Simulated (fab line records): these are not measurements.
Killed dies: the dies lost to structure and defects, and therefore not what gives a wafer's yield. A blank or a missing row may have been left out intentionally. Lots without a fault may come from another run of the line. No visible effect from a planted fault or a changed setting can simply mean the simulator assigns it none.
The tool behind it: which one? ; flow gf180mcu ; 14 lots with 42 wafers sampled at 4 steps, on a route of 602 steps

WHAT EACH GAUGE READ, for each wafer
GF_CONTACT_THK_MEAS_03. Usual: CONTACT_CVD_02_THK gives 849 nm (standard deviation 12).
lot;measured;on;CONTACT_CVD_02_THK (nm);flag
L995;day 15 15:27;film_metro-02;832 833 849;
L996;day 15 20:19;film_metro-01;841 841 832;
L997;day 16 06:32;film_metro-04;845 863 851;
L999;day 17 00:26;film_metro-02;852 837 845;
L100;day 17 04:20;film_metro-01;846 846 871;
L102;day 18 02:28;film_metro-04;835 851 855;
L101;day 18 03:18;film_metro-02;849 845 862;
L106;day 19 16:11;film_metro-01;851 865 859;
L111;day 21 07:18;film_metro-01;845 853 859;
L112;day 21 16:34;film_metro-04;837 844 853;
L113;day 22 04:34;film_metro-02;849 857 871;
L114;day 22 07:14;film_metro-01;854 858 869;
L116;day 22 20:58;film_metro-01;865 863 858;
L117;day 23 04:05;film_metro-02;842 855 873;

GF_M1_RS_MEAS_05: a four-point-probe measurement. Usual: M1_ALCU_RS gives 0.0695 ohm/sq (standard deviation 0.00091).
lot;measured;on;M1_ALCU_RS (ohm/sq);flag
L995;day 16 15:08;film_metro-01;0.0680 0.0685 0.0692;
L996;day 16 20:10;film_metro-03;0.0695 0.0687 0.0696;
L997;day 17 06:59;film_metro-04;0.0697 0.0698 0.0700;
L999;day 18 02:02;film_metro-03;0.0680 0.0681 0.0679;
L100;day 18 05:37;film_metro-01;0.0695 0.0689 0.0690;
L102;day 19 05:19;film_metro-03;0.0699 0.0705 0.0691;
L101;day 19 05:41;film_metro-01;0.0704 0.0694 0.0698;
L106;day 20 18:44;film_metro-04;0.0693 0.0716 0.0699;
L111;day 22 09:26;film_metro-04;0.0692 0.0684 0.0695;
L112;day 22 18:18;film_metro-01;0.0673 0.0684 0.0680;
L113;day 23 06:29;film_metro-01;0.0688 0.0697 0.0692;
L114;day 23 08:55;film_metro-03;0.0703 0.0694 0.0693;
L116;day 23 22:13;film_metro-03;0.0684 0.0685 0.0700;
L117;day 24 04:50;film_metro-01;0.0708 0.0704 0.0706;

EACH LOT AND THE TOOL THAT RAN IT (in order: tool; ch and the chambers of the sampled wafers; start)
lot;GF_CONTACT_STRIP_18;GF_CONTACT_SPUTTER_22
L995;plasma_asher-01 ch 1, day 16 13:49;pvd_sputter-04, day 16 14:07
L996;plasma_asher-01 ch 0,1, day 16 18:58;pvd_sputter-02, day 16 19:16
L997;plasma_asher-01 ch 0,1, day 17 05:46;pvd_sputter-04, day 17 06:04
L999;plasma_asher-03 ch 0,1, day 18 00:43;pvd_sputter-03, day 18 01:07
L100;plasma_asher-01 ch 0,1, day 18 04:25;pvd_sputter-02, day 18 04:43
L102;plasma_asher-01 ch 0,1, day 19 04:07;pvd_sputter-04, day 19 04:25
L101;plasma_asher-04 ch 0,1, day 19 04:28;pvd_sputter-03, day 19 04:46
L106;plasma_asher-01 ch 0,1, day 20 17:31;pvd_sputter-03, day 20 17:49
L111;plasma_asher-04 ch 0,1, day 22 07:55;pvd_sputter-02, day 22 08:30
L112;plasma_asher-01 ch 0,1, day 22 17:00;pvd_sputter-02, day 22 17:22
L113;plasma_asher-01 ch 0,1, day 23 05:16;pvd_sputter-03, day 23 05:32
L114;plasma_asher-04 ch 0,1, day 23 07:41;pvd_sputter-04, day 23 07:59
L116;plasma_asher-01 ch 0,1, day 23 20:59;pvd_sputter-03, day 23 21:15
L117;plasma_asher-03 ch 1, day 24 03:11;pvd_sputter-04, day 24 03:29
- GF_CONTACT_STRIP_18: strips in O2/N2.
- GF_CONTACT_SPUTTER_22: material Ti, target thk 15 nm, time 80.02 s.

AS READ BY THE TOOLS THEMSELVES (means over the sampled wafers that have a number; for cases with no such wafer, the mark the record gives instead)
GF_CONTACT_STRIP_18. Usual: drypump_motor_current_A 5.7 A, standard deviation 0.33; heater_power_w 316 W, standard deviation 28; oes_product_au 0.579 a.u., standard deviation 0.0051.
lot;tool;drypump_motor_current_A (A);heater_power_w (W);oes_product_au (a.u.);flag
L995;plasma_asher-01;5.4;303;0.577;
L996;plasma_asher-01;5.7;283;0.583;
L997;plasma_asher-01;5.7;282;0.581;
L999;plasma_asher-03;5.9;348;0.576;
L100;plasma_asher-01;5.7;279;0.577;
L102;plasma_asher-01;5.7;282;0.579;
L101;plasma_asher-04;5.8;329;0.580;
L106;plasma_asher-01;5.7;281;0.579;
L111;plasma_asher-04;5.8;330;0.577;
L112;plasma_asher-01;5.5;296;0.584;
L113;plasma_asher-01;5.6;291;0.577;
L114;plasma_asher-04;5.9;327;0.577;
L116;plasma_asher-01;5.7;285;0.588;
L117;plasma_asher-03;5.2;332;0.575;

GF_CONTACT_SPUTTER_22. Usual: chamber_pressure_pa 4.998 Pa, standard deviation 0.01; throttle_valve_pct 30.2 %, standard deviation 1.3.
lot;tool;chamber_pressure_pa (Pa);throttle_valve_pct (%);flag
L995;pvd_sputter-04;4.996;29.6;
L996;pvd_sputter-02;5.006;29.3;
L997;pvd_sputter-04;4.998;30.7;
L999;pvd_sputter-03;5.003;30.6;
L100;pvd_sputter-02;4.999;28.9;
L102;pvd_sputter-04;5.001;31.2;
L101;pvd_sputter-03;4.997;30.6;
L106;pvd_sputter-03;4.999;30.6;
L111;pvd_sputter-02;5.676;27.0;OFF
L112;pvd_sputter-02;5.684;27.1;OFF
L113;pvd_sputter-03;5.005;30.9;
L114;pvd_sputter-04;5.001;30.8;
L116;pvd_sputter-03;4.998;31.2;
L117;pvd_sputter-04;5.003;31.9;

THE ANSWER, worked out from the rows above alone
Rule: lot off if the mean of its wafers having a number is beyond 3 standard deviations from the usual mean. A lot without any number at a reading at which 4 lots or more have one is off too. All remaining lots with rows at the step are treated as sound. After the gauges, taken in route order, come the tools' own readings; for these a lot's mean is taken, as printed above. The first step at which some lot is off is used, and at that step the reading that is off furthest; a lot without a number counts as furthest.
Off at GF_CONTACT_SPUTTER_22 (chamber_pressure_pa): L111, L112.
A tool fits if, at that step or a process step before it, it ran every lot that is off, and no sound lot after the first of them. One candidate fits, namely pvd_sputter-02 at GF_CONTACT_SPUTTER_22. Its last sound lot is L100 (day 18 04:43), its first lot that is off L111 (day 22 08:30): a fault that began between those two fits.
On the lots that are off, the tool's own readings at GF_CONTACT_SPUTTER_22 differ by more than 5 times the standard deviation of the sound lots' means, which bears it out; chamber_pressure_pa reads 5.680 Pa there versus 5.000 Pa on the sound lots.

WHAT THE SIMULATOR HAD INSERTED
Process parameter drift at GF_CONTACT_SPUTTER_22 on pvd_sputter-02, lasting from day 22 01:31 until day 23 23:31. Setting chamber_pressure_pa, moved by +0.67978, from 5. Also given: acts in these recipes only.
Shown lots that were struck: L111, L112. Same finding as the rule above.
